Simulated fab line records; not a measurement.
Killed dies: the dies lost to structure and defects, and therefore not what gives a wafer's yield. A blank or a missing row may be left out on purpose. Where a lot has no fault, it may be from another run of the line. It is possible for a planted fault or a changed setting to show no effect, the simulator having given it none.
Struck lot and sound lot, side by side | flow sky130 | 18 steps out of a route of 708
Sound: these wafers, L943.4, L943.5, L943.6. Wafers L954.3, L954.4, L954.5 were the ones struck. Last of all comes the cause.
For every step that has rows: the tool of each side, followed by ch and its chambers, followed by its first start. Under that, the readings that differ: sound wafers | struck wafers | difference of the means | sigmas: that difference in standard deviations of wafers without a fault.
alike: same words and numbers on both sides, and readings whose means sit less than 2 such deviations apart. not compared: any withheld reading, any reading some wafer has no value for, any bound like >300 that may hide the same value, and any number with overlapping values for which the record gives no deviation.
Wherever a step has rows on one side only, a row that says differs or no value, or a row with sigmas, the two part there. When numbers do not overlap yet have no deviation, they are printed without sigmas and do not part them. Lack of a reading on every wafer of one side parts them only where that side has two or more wafers.

first, 2 steps without rows for these wafers: SKY_GATE_OXIDE_CLEAN_00 (cleans in SC1/SC2, time 150 s); SKY_GATE_OXIDE_OXIDATION_01 (stabilise 600 s, purge 300 s, target thk 10.268 nm).
SKY_GATE_OXIDE_THK_MEAS_02:
  sound on film_metro-01 at day 15 17:04; struck on film_metro-03 at day 19 09:20
  alike: GATE_OXIDE_OXIDATION_00_THK
then, 7 steps without rows for these wafers: SKY_GATE_OXIDE_DEHYDRATE_03 (time 60 s); SKY_GATE_OXIDE_HMDS_04 (prime time 60 s); SKY_GATE_OXIDE_COAT_05 (resist thk 1140 nm); SKY_GATE_OXIDE_SOFTBAKE_06 (time 60 s); SKY_GATE_OXIDE_EXPOSE_07 (exposes mask LVOM, target cd 600 nm); SKY_GATE_OXIDE_PEB_08; SKY_GATE_OXIDE_DEVELOP_09 (develop time 60 s).
SKY_GATE_OXIDE_OVL_MEAS_10:
  sound on overlay-01 at day 16 20:28; struck on overlay-02 at day 20 16:34
  alike: GATE_OXIDE_OVL
then, 1 step without rows for these wafers: SKY_GATE_OXIDE_IMPLANT_11.
SKY_GATE_OXIDE_WET_ETCH_12: etches SiO2 in dHF, target depth 16.8 nm, time 336 s.
  sound on wet_bench-02 ch 2, day 16 20:38; struck on wet_bench-04 ch 0, day 20 16:44
  reading                                    | sound             | struck            | difference | sigmas
  run_length_s (s)                           | 361 361 361       | 131 131 131       | -230       | -77
  model.SiO2_of_FIELD_ISO_CVD_24.thk_nm (nm) | 365.3 363.6 364.2 | 377.2 379.1 376.5 | +13.2      |
  alike: temp_c
SKY_GATE_OXIDE_STRIP_13: strips in O2/N2.
  sound on plasma_asher-03 ch 0,1, day 16 20:46; struck on plasma_asher-03 ch 0,1, day 20 16:52
  alike: drypump_motor_current_A, oes_product_au, strip_time_to_endpoint_s
  not compared: rf_hours_counter_h
SKY_GATE_OXIDE_TW_MEAS_14:
  sound on film_metro-02 at day 16 20:52; struck on film_metro-03 at day 20 16:58
  alike: GATE_OXIDE_TW
SKY_GATE_OXIDE_CLEAN_15: cleans in SC1/SC2, time 150 s.
  sound on wet_bench-04 ch 3, day 16 20:53; struck on wet_bench-02 ch 2, day 20 17:00
  reading                                    | sound             | struck            | difference | sigmas
  model.SiO2_of_FIELD_ISO_CVD_24.thk_nm (nm) | 364.6 362.9 363.5 | 376.5 378.4 375.8 | +13.2      |
  alike: temp_c
then, 1 step without rows for these wafers: SKY_GATE_OXIDE_OXIDATION_16 (stabilise 600 s, purge 300 s, target thk 3.57 nm).
-- the record jumps here: 30 days lie between the struck wafers' starts before and after (it left off in module GATE_OXIDE and takes up again in module PAD_OPEN, whose first step shown is number 708 of the route) --
SKY_PAD_OPEN_PROBE_99:
  sound on prober-01 at day 48 08:19; struck on prober-01 at day 50 12:53
  reading             | sound    | struck      | difference | sigmas
  killed_at_front_end | 18 15 11 | 424 413 419 | +404       | +94
  killed_dies         | 84 72 82 | 492 492 492 | +413       | +45
  killed_on_rim       | 18 14 19 | 96 96 96    | +79        | +21
  alike: killed_at_M0_to_M3, killed_at_M4_up, killed_at_contacts, killed_at_other, killed_open, killed_short

## WHERE THEY PART
At SKY_GATE_OXIDE_WET_ETCH_12 first; at SKY_PAD_OPEN_PROBE_99 last (within this record only).

WHY: whatever the simulator had introduced
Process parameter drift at SKY_GATE_OXIDE_WET_ETCH_12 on wet_bench-04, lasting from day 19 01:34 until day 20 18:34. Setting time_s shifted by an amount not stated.
